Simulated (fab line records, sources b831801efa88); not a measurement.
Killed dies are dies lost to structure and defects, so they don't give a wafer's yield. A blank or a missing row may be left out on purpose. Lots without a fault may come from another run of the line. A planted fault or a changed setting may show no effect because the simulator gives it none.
Tool commonality check | flow gf180mcu | 11 lots, 39 wafers sampled

WHY IT WAS OPENED
At GF_STI_THK_MEAS_04 the reading STI_CVD_03_THK is flagged on 2 of 11 lots. Wafers without a fault read 208.2 nm, standard deviation 2.1.
Rule: a lot is flagged when every wafer of it that has a number lies more than 4 standard deviations from that mean, or none has a number. The other lots count as sound.

lot  | measured    | on            | STI_CVD_03_THK (nm), wafer by wafer | flag
L841 | day 1 23:31 | film_metro-01 | 209.8 209.4 209.6                   |
L842 | day 2 04:00 | film_metro-02 | 209.6 209.1 209.0                   |
L843 | day 2 08:34 | film_metro-02 | 209.2 210.3 211.0                   |
L844 | day 2 11:05 | film_metro-03 | 205.4 205.8 204.8                   |
L847 | day 3 01:37 | film_metro-02 | 219.8 219.1 218.9 220.1 219.3 218.9 | FLAGGED
L848 | day 3 07:01 | film_metro-01 | 219.3 218.6 219.2 219.1 219.0 219.1 | FLAGGED
L856 | day 4 21:35 | film_metro-01 | 210.4 210.7 212.7                   |
L857 | day 5 03:54 | film_metro-03 | 208.3 209.4 209.3                   |
L858 | day 5 08:07 | film_metro-01 | 211.3 208.9 210.4                   |
L862 | day 6 04:23 | film_metro-02 | 207.8 207.0 207.3                   |
L863 | day 6 08:35 | film_metro-01 | 207.9 207.6 207.1                   |
The numbers of the flagged lots are 219.2 nm on average: +11.0 nm against the usual, or +5 standard deviations.

WHICH TOOL RAN EACH LOT
The record holds 1 process step before the reading, out of a route of 602 steps. In each cell: the tool, then ch and the chambers that the sampled wafers went through, then the start.
lot  | flag    | GF_STI_CVD_03
L841 |         | lpcvd-02 ch 0, day 1 20:32
L842 |         | lpcvd-01 ch 1, day 2 02:01
L843 |         | lpcvd-02 ch 0, day 2 06:34
L844 |         | lpcvd-01 ch 1, day 2 09:05
L847 | FLAGGED | lpcvd-02 ch 0, day 2 23:38
L848 | FLAGGED | lpcvd-02 ch 1, day 3 04:02
L856 |         | lpcvd-01 ch 0, day 4 19:34
L857 |         | lpcvd-01 ch 1, day 5 01:55
L858 |         | lpcvd-01 ch 0, day 5 06:07
L862 |         | lpcvd-01 ch 1, day 6 02:24
L863 |         | lpcvd-02 ch 1, day 6 06:34
What these steps do:
- GF_STI_CVD_03: deposits Si3N4 from DCS/NH3, target thk 207.16 nm, time 3551 s.
- GF_STI_THK_MEAS_04

FLAGGED OVER TOTAL, TOOL BY TOOL (the gauges that took the reading come last)
step               | tool          | lots run | flagged | share of the flagged lots | sound lots run after its first flagged lot
GF_STI_CVD_03      | lpcvd-01      | 6        | 0       | none                      | -
GF_STI_CVD_03      | lpcvd-02      | 5        | 2       | all                       | 1 (L863)
GF_STI_THK_MEAS_04 | film_metro-01 | 5        | 1       | some                      | 3 (L856,L858,L863)
GF_STI_THK_MEAS_04 | film_metro-02 | 4        | 1       | some                      | 1 (L862)
GF_STI_THK_MEAS_04 | film_metro-03 | 2        | 0       | none                      | -

WHAT THE TABLE ALLOWS
1 row of the table ran every flagged lot: lpcvd-02 at GF_STI_CVD_03.
- lpcvd-02 at GF_STI_CVD_03: 2 of its 5 lots flagged. Sound lots ran on it after the first flagged one (L863), which a lasting fault on the whole tool wouldn't allow. Its own readings lie more than 4 standard deviations out on every wafer of the flagged lots: pressure_mtorr.
No row of the table ran every flagged lot and no sound lot after the first.

WHAT THE SIMULATOR HAD PUT IN
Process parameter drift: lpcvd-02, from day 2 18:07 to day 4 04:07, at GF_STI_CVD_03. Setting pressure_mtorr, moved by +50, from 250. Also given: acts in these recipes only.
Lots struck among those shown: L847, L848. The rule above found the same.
